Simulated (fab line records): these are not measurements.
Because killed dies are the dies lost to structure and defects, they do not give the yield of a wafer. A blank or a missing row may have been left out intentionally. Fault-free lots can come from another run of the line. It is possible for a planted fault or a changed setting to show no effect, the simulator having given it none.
Chamber matching / flow sky130 / SKY_PASSIVATION_CVD_00 on pecvd-03: 3 sister chambers
The step deposits SiO2, target thk 90 nm. 24 wafers are shown with their chamber, then 12 later ones without.

WAFERS PAIRED WITH THEIR CHAMBERS
wafer=L075.2; chamber=0; heaterPowerW (W)=691
wafer=L075.3; chamber=2; heaterPowerW (W)=567
wafer=L075.5; chamber=0; heaterPowerW (W)=705
wafer=L076.2; chamber=0; heaterPowerW (W)=751
wafer=L076.3; chamber=2; heaterPowerW (W)=540
wafer=L076.4; chamber=1; heaterPowerW (W)=885
wafer=L077.1; chamber=1; heaterPowerW (W)=880
wafer=L077.3; chamber=2; heaterPowerW (W)=470
wafer=L077.5; chamber=2; heaterPowerW (W)=466
wafer=L079.1; chamber=0; heaterPowerW (W)=728
wafer=L079.2; chamber=1; heaterPowerW (W)=823
wafer=L079.3; chamber=2; heaterPowerW (W)=563
wafer=L079.4; chamber=2; heaterPowerW (W)=569
wafer=L079.5; chamber=0; heaterPowerW (W)=745
wafer=L079.6; chamber=1; heaterPowerW (W)=846
wafer=L078.2; chamber=2; heaterPowerW (W)=582
wafer=L078.5; chamber=2; heaterPowerW (W)=446
wafer=L078.6; chamber=0; heaterPowerW (W)=799
wafer=L082.2; chamber=1; heaterPowerW (W)=809
wafer=L082.3; chamber=0; heaterPowerW (W)=835
wafer=L082.4; chamber=0; heaterPowerW (W)=815
wafer=L089.2; chamber=1; heaterPowerW (W)=831
wafer=L089.5; chamber=1; heaterPowerW (W)=860
wafer=L089.6; chamber=2; heaterPowerW (W)=535

SIGNATURES, as means of the wafers listed above
reading=heaterPowerW; chamber 0=758.62; chamber 1=847.71; chamber 2=526.44; scatter within a chamber=46.6
Rule: for each reading, subtract the chamber's mean from the wafer's reading, divide by that reading's scatter and square the result; add these up over the readings and take the root, which gives the wafer's distance from the chamber. The wafer belongs to the nearest chamber; if the next one is less than 2 further off, it can't be placed. How the scatter is found: for the shown wafers, subtract from each reading the mean of its chamber, square and add these, divide the total by (wafers less chambers), then take the root.

WAFERS WITHOUT THEIR CHAMBER
wafer=L090.2; heaterPowerW (W)=448
wafer=L090.3; heaterPowerW (W)=775
wafer=L090.5; heaterPowerW (W)=767
wafer=L095.1; heaterPowerW (W)=778
wafer=L095.2; heaterPowerW (W)=546
wafer=L095.3; heaterPowerW (W)=818
wafer=L095.4; heaterPowerW (W)=846
wafer=L095.5; heaterPowerW (W)=799
wafer=L095.6; heaterPowerW (W)=548
wafer=L097.1; heaterPowerW (W)=775
wafer=L097.3; heaterPowerW (W)=531
wafer=L097.6; heaterPowerW (W)=525

EACH ONE'S CHAMBER
wafer=L090.2; from the rows above=2; in truth=2
wafer=L090.3; from the rows above=can't be placed: 0 or 1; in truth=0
wafer=L090.5; from the rows above=can't be placed: 0 or 1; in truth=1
wafer=L095.1; from the rows above=can't be placed: 0 or 1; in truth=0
wafer=L095.2; from the rows above=2; in truth=2
wafer=L095.3; from the rows above=can't be placed: 1 or 0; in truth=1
wafer=L095.4; from the rows above=can't be placed: 1 or 0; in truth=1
wafer=L095.5; from the rows above=can't be placed: 0 or 1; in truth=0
wafer=L095.6; from the rows above=2; in truth=2
wafer=L097.1; from the rows above=can't be placed: 0 or 1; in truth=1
wafer=L097.3; from the rows above=2; in truth=2
wafer=L097.6; from the rows above=2; in truth=2
Placed correctly: 5 of 12. These rows do not allow placing 7 (true chamber among the candidates in 7). Number placed wrongly: 0.
